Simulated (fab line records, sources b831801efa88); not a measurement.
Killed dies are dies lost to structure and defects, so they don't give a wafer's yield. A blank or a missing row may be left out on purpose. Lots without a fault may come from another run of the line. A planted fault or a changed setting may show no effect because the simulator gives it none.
Which tool did it? | flow sky130 | 24 lots, 72 wafers sampled, at 6 steps of a route of 708

WHAT THE GAUGES READ, wafer by wafer
SKY_LDD_N_TW_MEAS_17.
lot  | measured     | on            | LDD_N_TW
L074 | day 17 19:03 | film_metro-03 | 2555 2580 2565
L075 | day 17 22:47 | film_metro-04 | 2599 2593 2602
L076 | day 18 08:56 | film_metro-04 | 2610 2602 2608
L077 | day 18 15:58 | film_metro-01 | 2623 2609 2617
L078 | day 19 07:14 | film_metro-03 | 2583 2591 2570
L079 | day 19 14:43 | film_metro-03 | 2586 2576 2582
L080 | day 20 01:44 | film_metro-03 | 2572 2546 2581
L081 | day 20 09:32 | film_metro-01 | 2593 2615 2610
L082 | day 20 17:14 | film_metro-04 | 2597 2584 2588
L083 | day 21 06:10 | film_metro-01 | 2600 2604 2613
L084 | day 21 18:25 | film_metro-04 | 2579 2591 2576
L085 | day 21 20:35 | film_metro-03 | 2581 2584 2586
L086 | day 22 08:22 | film_metro-04 | 2596 2609 2609
L087 | day 22 18:11 | film_metro-01 | 2590 2603 2599
L088 | day 23 01:44 | film_metro-04 | 2610 2604 2614
L089 | day 23 10:43 | film_metro-04 | 2620 2614 2607
L090 | day 23 20:26 | film_metro-04 | 2605 2597 2604
L092 | day 24 10:27 | film_metro-03 | 2578 2566 2571
L091 | day 24 15:07 | film_metro-04 | 2589 2583 2579
L093 | day 24 19:35 | film_metro-03 | 2570 2570 2584
L094 | day 24 21:53 | film_metro-03 | 2578 2575 2573
L095 | day 25 07:59 | film_metro-03 | 2569 2570 2568
L096 | day 25 15:50 | film_metro-01 | 2629 2615 2610
L097 | day 26 00:32 | film_metro-03 | 2596 2600 2594

SKY_VIA4_BOW_MEAS_03.
lot  | measured     | on            | VIA4_BOW (um)
L074 | day 41 19:53 | film_metro-01 | 88 100 91
L075 | day 41 23:05 | film_metro-03 | 86 82 88
L076 | day 42 05:02 | film_metro-03 | 83 75 68
L077 | day 42 14:20 | film_metro-01 | 79 83 79
L078 | day 43 02:08 | film_metro-01 | 80 76 84
L079 | day 43 05:48 | film_metro-01 | 91 80 85
L080 | day 43 18:44 | film_metro-03 | 74 76 70
L081 | day 43 19:58 | film_metro-01 | 87 92 78
L082 | day 44 00:41 | film_metro-03 | 76 82 81
L083 | day 44 14:01 | film_metro-01 | 94 89 82
L084 | day 44 20:02 | film_metro-04 | 71 70 76
L085 | day 44 23:11 | film_metro-04 | 77 78 77
L086 | day 45 07:27 | film_metro-03 | 79 77 83
L087 | day 45 13:14 | film_metro-04 | 71 76 78
L088 | day 45 18:10 | film_metro-01 | 76 60 73
L089 | day 46 02:58 | film_metro-01 | 75 84 78
L090 | day 46 07:42 | film_metro-03 | 74 73 69
L092 | day 46 17:28 | film_metro-03 | 92 86 81
L091 | day 46 19:52 | film_metro-04 | 74 84 64
L093 | day 47 01:08 | film_metro-04 | 78 79 69
L094 | day 47 02:53 | film_metro-03 | 76 77 76
L095 | day 47 11:32 | film_metro-01 | 63 64 71
L096 | day 47 15:02 | film_metro-01 | 81 89 89
L097 | day 47 19:26 | film_metro-04 | 71 75 83

SKY_PASSIVATION_THK_MEAS_03.
lot  | measured     | on            | PASSIVATION_CVD_02_THK (nm)
L074 | day 43 20:48 | film_metro-01 | 528 534 538
L075 | day 44 00:31 | film_metro-02 | 529 529 541
L076 | day 44 06:01 | film_metro-01 | 523 533 535
L077 | day 44 15:11 | film_metro-04 | 527 540 537
L078 | day 45 01:37 | film_metro-02 | 528 540 534
L079 | day 45 04:40 | film_metro-04 | 525 530 540
L080 | day 45 16:52 | film_metro-04 | 532 543 547
L081 | day 45 18:32 | film_metro-01 | 537 543 543
L082 | day 45 22:20 | film_metro-01 | 529 526 536
L083 | day 46 10:25 | film_metro-04 | 529 538 540
L084 | day 46 16:32 | film_metro-02 | 538 534 541
L085 | day 46 19:55 | film_metro-01 | 540 539 535
L086 | day 47 02:36 | film_metro-01 | 532 532 536
L087 | day 47 08:27 | film_metro-04 | 543 546 551
L088 | day 47 13:37 | film_metro-01 | 537 543 535
L089 | day 47 21:49 | film_metro-01 | 542 546 549
L090 | day 48 02:40 | film_metro-04 | 538 537 549
L092 | day 48 10:36 | film_metro-02 | 536 547 542
L091 | day 48 14:04 | film_metro-04 | 545 538 539
L093 | day 48 19:01 | film_metro-01 | 526 524 529
L094 | day 48 19:37 | film_metro-01 | 536 542 546
L095 | day 49 02:44 | film_metro-02 | 527 537 544
L096 | day 49 07:05 | film_metro-02 | 526 531 529
L097 | day 49 09:43 | film_metro-02 | 528 533 546

WHICH TOOL RAN EACH LOT (tool, then ch and the chambers of the sampled wafers, then the start)
lot  | SKY_VIA2_SPUTTER_20          | SKY_METAL4_SPUTTER_04        | SKY_METAL5_DESCUM_14
L074 | pvd_sputter-03, day 36 07:55 | pvd_sputter-04, day 39 16:31 | rie_metal-04 ch 0,1, day 43 19:37
L075 | pvd_sputter-03, day 36 13:59 | pvd_sputter-03, day 39 21:01 | rie_metal-01 ch 0,1, day 43 23:20
L076 | pvd_sputter-04, day 36 17:17 | pvd_sputter-03, day 40 02:24 | rie_metal-02 ch 0,1, day 44 04:43
L077 | pvd_sputter-03, day 37 03:44 | pvd_sputter-03, day 40 11:25 | rie_metal-04 ch 0,1, day 44 13:54
L078 | pvd_sputter-03, day 37 17:29 | pvd_sputter-03, day 40 23:59 | rie_metal-02 ch 0,1, day 45 00:21
L079 | pvd_sputter-04, day 37 20:36 | pvd_sputter-03, day 41 03:53 | rie_metal-04 ch 0,1, day 45 03:23
L080 | pvd_sputter-02, day 38 11:46 | pvd_sputter-02, day 41 17:27 | rie_metal-02 ch 0, day 45 15:41
L081 | pvd_sputter-03, day 38 13:17 | pvd_sputter-02, day 41 18:59 | rie_metal-01 ch 0,1, day 45 17:22
L082 | pvd_sputter-02, day 38 19:10 | pvd_sputter-04, day 42 00:55 | rie_metal-02 ch 0,1, day 45 21:09
L083 | pvd_sputter-03, day 39 09:17 | pvd_sputter-04, day 42 13:52 | rie_metal-02 ch 0,1, day 46 09:14
L084 | pvd_sputter-03, day 39 15:42 | pvd_sputter-02, day 42 20:08 | rie_metal-04 ch 0,1, day 46 15:22
L085 | pvd_sputter-03, day 39 19:06 | pvd_sputter-02, day 42 22:58 | rie_metal-01 ch 0,1, day 46 18:42
L086 | pvd_sputter-03, day 40 06:17 | pvd_sputter-04, day 43 09:01 | rie_metal-02 ch 0,1, day 47 01:25
L087 | pvd_sputter-04, day 40 11:24 | pvd_sputter-04, day 43 14:55 | rie_metal-02 ch 0,1, day 47 07:08
L088 | pvd_sputter-04, day 40 15:06 | pvd_sputter-02, day 43 19:46 | rie_metal-02 ch 0, day 47 12:16
L089 | pvd_sputter-03, day 41 01:29 | pvd_sputter-04, day 44 05:34 | rie_metal-02 ch 0,1, day 47 20:25
L090 | pvd_sputter-04, day 41 09:37 | pvd_sputter-03, day 44 11:27 | rie_metal-02 ch 0,1, day 48 01:18
L092 | pvd_sputter-04, day 41 20:06 | pvd_sputter-03, day 44 21:30 | rie_metal-01 ch 0, day 48 09:00
L091 | pvd_sputter-02, day 41 23:51 | pvd_sputter-03, day 45 00:00 | rie_metal-01 ch 0,1, day 48 12:49
L093 | pvd_sputter-02, day 42 04:10 | pvd_sputter-02, day 45 04:11 | rie_metal-04 ch 0,1, day 48 17:51
L094 | pvd_sputter-02, day 42 07:43 | pvd_sputter-03, day 45 08:23 | rie_metal-02 ch 0,1, day 48 18:23
L095 | pvd_sputter-04, day 42 15:20 | pvd_sputter-02, day 45 16:14 | rie_metal-04 ch 0,1, day 49 01:34
L096 | pvd_sputter-04, day 42 20:31 | pvd_sputter-02, day 45 20:11 | rie_metal-02 ch 0,1, day 49 05:55
L097 | pvd_sputter-04, day 43 02:57 | pvd_sputter-02, day 46 01:24 | rie_metal-01 ch 0,1, day 49 08:33
- SKY_VIA2_SPUTTER_20: material TiN, target thk 20 nm, time 80 s.
- SKY_METAL4_SPUTTER_04: material TiN, target thk 70 nm, time 58.3 s.
- SKY_METAL5_DESCUM_14: chemistry O2, time 11 s.

WHAT THE TOOLS THEMSELVES READ (means of the sampled wafers that have a number; where no wafer has one, the mark that the record gives instead)
SKY_VIA2_SPUTTER_20.
lot  | tool           | cathode_dc_power_W (W) | throttle_valve_pct (%)
L074 | pvd_sputter-03 | 3999.3                 | 29.9
L075 | pvd_sputter-03 | 3999.6                 | 29.7
L076 | pvd_sputter-04 | 4000.5                 | 30.0
L077 | pvd_sputter-03 | 3999.8                 | 30.4
L078 | pvd_sputter-03 | 3999.5                 | 29.8
L079 | pvd_sputter-04 | 4000.0                 | 30.3
L080 | pvd_sputter-02 | 4000.4                 | 29.9
L081 | pvd_sputter-03 | 3999.8                 | 30.7
L082 | pvd_sputter-02 | 4000.9                 | 29.3
L083 | pvd_sputter-03 | 3999.9                 | 30.1
L084 | pvd_sputter-03 | 3999.6                 | 30.5
L085 | pvd_sputter-03 | 4000.1                 | 30.5
L086 | pvd_sputter-03 | 4000.0                 | 29.5
L087 | pvd_sputter-04 | 3999.1                 | 30.3
L088 | pvd_sputter-04 | 4000.2                 | 30.1
L089 | pvd_sputter-03 | 4000.0                 | 29.5
L090 | pvd_sputter-04 | 4001.2                 | 30.1
L092 | pvd_sputter-04 | 4000.2                 | 30.2
L091 | pvd_sputter-02 | 3999.7                 | 29.5
L093 | pvd_sputter-02 | 3999.4                 | 29.9
L094 | pvd_sputter-02 | 3999.4                 | 29.9
L095 | pvd_sputter-04 | 3999.4                 | 29.9
L096 | pvd_sputter-04 | 3999.6                 | 30.4
L097 | pvd_sputter-04 | 4000.3                 | 30.5

SKY_METAL4_SPUTTER_04.
lot  | tool           | cathode_dc_power_W (W) | throttle_valve_pct (%)
L074 | pvd_sputter-04 | 6499.9                 | 30.0
L075 | pvd_sputter-03 | 6501.8                 | 30.6
L076 | pvd_sputter-03 | 6499.8                 | 29.8
L077 | pvd_sputter-03 | 6500.0                 | 30.0
L078 | pvd_sputter-03 | 6500.3                 | 30.2
L079 | pvd_sputter-03 | 6498.6                 | 30.9
L080 | pvd_sputter-02 | 6500.4                 | 29.9
L081 | pvd_sputter-02 | 6500.3                 | 29.6
L082 | pvd_sputter-04 | 6500.1                 | 30.3
L083 | pvd_sputter-04 | 6500.4                 | 30.3
L084 | pvd_sputter-02 | 6499.9                 | 29.7
L085 | pvd_sputter-02 | 6500.6                 | 30.0
L086 | pvd_sputter-04 | 6500.3                 | 30.3
L087 | pvd_sputter-04 | 6499.8                 | 30.4
L088 | pvd_sputter-02 | 6499.6                 | 29.5
L089 | pvd_sputter-04 | 6499.9                 | 30.4
L090 | pvd_sputter-03 | 6499.5                 | 30.4
L092 | pvd_sputter-03 | 6500.4                 | 30.1
L091 | pvd_sputter-03 | 6499.9                 | 29.9
L093 | pvd_sputter-02 | 6500.1                 | 29.8
L094 | pvd_sputter-03 | 6501.2                 | 30.3
L095 | pvd_sputter-02 | 6501.0                 | 29.5
L096 | pvd_sputter-02 | 6499.6                 | 29.4
L097 | pvd_sputter-02 | 6500.2                 | 30.2

SKY_METAL5_DESCUM_14.
lot  | tool         | drypump_motor_current_A (A) | oes_product_au (a.u.)
L074 | rie_metal-04 | 5.6                         | 0.999
L075 | rie_metal-01 | 6.0                         | 1.007
L076 | rie_metal-02 | 5.4                         | 1.004
L077 | rie_metal-04 | 5.7                         | 1.012
L078 | rie_metal-02 | 5.5                         | 0.994
L079 | rie_metal-04 | 5.6                         | 1.004
L080 | rie_metal-02 | 5.6                         | 1.001
L081 | rie_metal-01 | 6.0                         | 1.004
L082 | rie_metal-02 | 5.5                         | 1.000
L083 | rie_metal-02 | 5.5                         | 1.005
L084 | rie_metal-04 | 5.6                         | 1.004
L085 | rie_metal-01 | 6.0                         | 0.998
L086 | rie_metal-02 | 5.4                         | 1.004
L087 | rie_metal-02 | 5.4                         | 0.999
L088 | rie_metal-02 | 5.5                         | 1.004
L089 | rie_metal-02 | 5.4                         | 0.994
L090 | rie_metal-02 | 5.5                         | 1.002
L092 | rie_metal-01 | 5.8                         | 1.005
L091 | rie_metal-01 | 6.1                         | 1.012
L093 | rie_metal-04 | 5.8                         | 1.004
L094 | rie_metal-02 | 5.4                         | 1.005
L095 | rie_metal-04 | 5.8                         | 0.999
L096 | rie_metal-02 | 5.4                         | 0.996
L097 | rie_metal-01 | 6.0                         | 1.005

THE ANSWER, worked out from the rows above alone
Rule: what is usual is taken from the lots themselves. Put in order of their means at a reading, lots are off if they are a third of the lots or fewer, leave a main group of 4 or more, and stand apart from it by a gap of 3 or more times the standard deviation of the main group's means; of several such gaps the widest counts. A main group whose means are all the same, to the digits that the tables above print for the reading, isn't used. A lot without any number at a reading at which 4 lots or more have one is off too. The other lots that the step has rows for count as sound. The gauges are gone through in route order, then the tools' own readings, and for those a lot's mean is taken as printed above. The first step at which some lot is off is used, and at that step the reading that is off furthest; a lot without a number counts as furthest.
No lot is off at any reading shown: from this, nothing can be told.

WHAT THE SIMULATOR HAD PUT IN
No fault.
